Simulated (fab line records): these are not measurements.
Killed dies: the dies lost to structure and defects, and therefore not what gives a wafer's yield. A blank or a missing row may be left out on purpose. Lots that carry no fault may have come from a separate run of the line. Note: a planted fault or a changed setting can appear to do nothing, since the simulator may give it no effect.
Struck lot and sound lot, side by side + flow gf180mcu + 14 out of 602 route steps
Sound: these wafers, L482.3, L482.4, L482.5. Struck: wafers L484.2, L484.3, L484.4. The cause is given at the end.
For every step that has rows: the tool of each side, followed by ch and its chambers, followed by its first start. Under that, the readings that differ: sound wafers + struck wafers + difference of the means + sigmas: that difference in standard deviations of wafers without a fault.
alike: same words and numbers on both sides, and readings whose means sit less than 2 such deviations apart. not compared: any withheld reading, any reading some wafer has no value for, any bound like >300 that may hide the same value, and any number with overlapping values for which the record gives no deviation.
The two part at a step that has a row with sigmas, a row that says differs or no value, or rows on one side only. Numbers that have no deviation but don't overlap get no sigmas and don't part them. A reading missing from all wafers of one side parts the sides only when that side holds two or more wafers.

GF_V1_CD_MEAS_14 targets a cd of 260 nm.
  sound: cdSem-01 at day 21 08:06; struck: cdSem-01 at day 22 03:59
| reading   | sound             | struck            | difference | sigmas |
|-----------|-------------------|-------------------|------------|--------|
| cdNm (nm) | 262.6 262.6 263.2 | 258.5 258.1 259.9 | -4.0       | -3     |
GF_V1_OVL_MEAS_15:
  sound: overlay-01 at day 21 08:11; struck: overlay-01 at day 22 04:05
  alike: V1_OVL
GF_V1_ETCH_16: etches BARC in N2/H2.
  sound on rieDiel-04 ch 1,2, day 21 08:13; struck on rieDiel-04 ch 0,1,3, day 22 04:07
  alike: drypumpMotorCurrentA, oesProductAu, throttleValvePct
GF_V1_ETCH_17: etches SiO2 in C4F8/O2/Ar, stops on TiN, target depth 630 nm.
  sound: rieDiel-04 ch 1,2; struck: rieDiel-04 ch 0,1,3
  alike: oesProductAu
GF_V1_STRIP_18: strips in O2/N2.
  sound on plasmaAsher-01 ch 0,1, day 21 08:23; struck on plasmaAsher-02 ch 0,1, day 22 04:15
  alike: drypumpMotorCurrentA, heaterPowerW, oesProductAu
  not compared: rfHoursCounterH
then, 2 steps without rows for these wafers: GF_V1_STRIP_19 (strips in post etch residue remover, time 1200 s); GF_V1_CLEAN_20 (cleans in DIW).
GF_V1_SPUTTER_21: material Ti, target thk 15 nm, time 80.02 s.
  sound: pvdSputter-02 at day 21 08:53; struck: pvdSputter-02 at day 22 04:49
  alike: cathodeDcPowerW, throttleValvePct
then, 1 step without rows for these wafers: GF_V1_SPUTTER_22 (material TiN, target thk 10 nm, time 40 s).
GF_V1_CVD_23: deposits W, target thk 350 nm, time 105.05 s.
  sound on cvdW-02 ch 0,1, day 21 09:01; struck on cvdW-01 ch 0,1, day 22 04:55
  alike: heaterPowerW
GF_V1_RS_MEAS_24: measures by four-point-probe.
  sound: filmMetro-02 at day 21 09:08; struck: filmMetro-04 at day 22 05:02
  alike: V1_W_RS
GF_V1_THK_MEAS_25: measures by xrf.
  sound: filmMetro-02 at day 21 09:14; struck: filmMetro-04 at day 22 05:09
  alike: V1_W_THK
GF_V1_CMP_26: polishes, stops on SiO2, t overpolish 15 s, target thk 0 nm.
  sound on cmp-02 ch 0,2, day 21 09:16; struck on cmp-02 ch 1,2,3, day 22 05:15
  no value came back on the struck wafers for any of 5 readings (edgeZonePressureFrac, headPressurePsi (psi) and others); on the sound wafers edgeZonePressureFrac reads 1.002 1.004 1.001
| reading                            | sound             | struck            | difference | sigmas |
|------------------------------------|-------------------|-------------------|------------|--------|
| model.W_of_V1_CVD_23.thkNm (nm)    | 0 0 0             | 340.5 344.9 346.3 | +343.9     |        |
| model.SiO2_of_V1_CVD_02.thkNm (nm) | 627.5 629.2 627.7 | 632.3 631.4 633   | +4.1       |        |
-- the record jumps here: 10 days lie between the struck wafers' starts before and after (it left off in module V1 and takes up again in module PASSIVATION, whose first step shown is number 602 of the route) --
GF_PASSIVATION_PROBE_99:
  rows exist in the record for the struck wafers here (prober-01, day 32 03:28), but not for the sound ones

WHERE THEY PART
Last at GF_PASSIVATION_PROBE_99 as far as this record goes, first at GF_V1_CD_MEAS_14.

WHY: whatever the simulator had introduced
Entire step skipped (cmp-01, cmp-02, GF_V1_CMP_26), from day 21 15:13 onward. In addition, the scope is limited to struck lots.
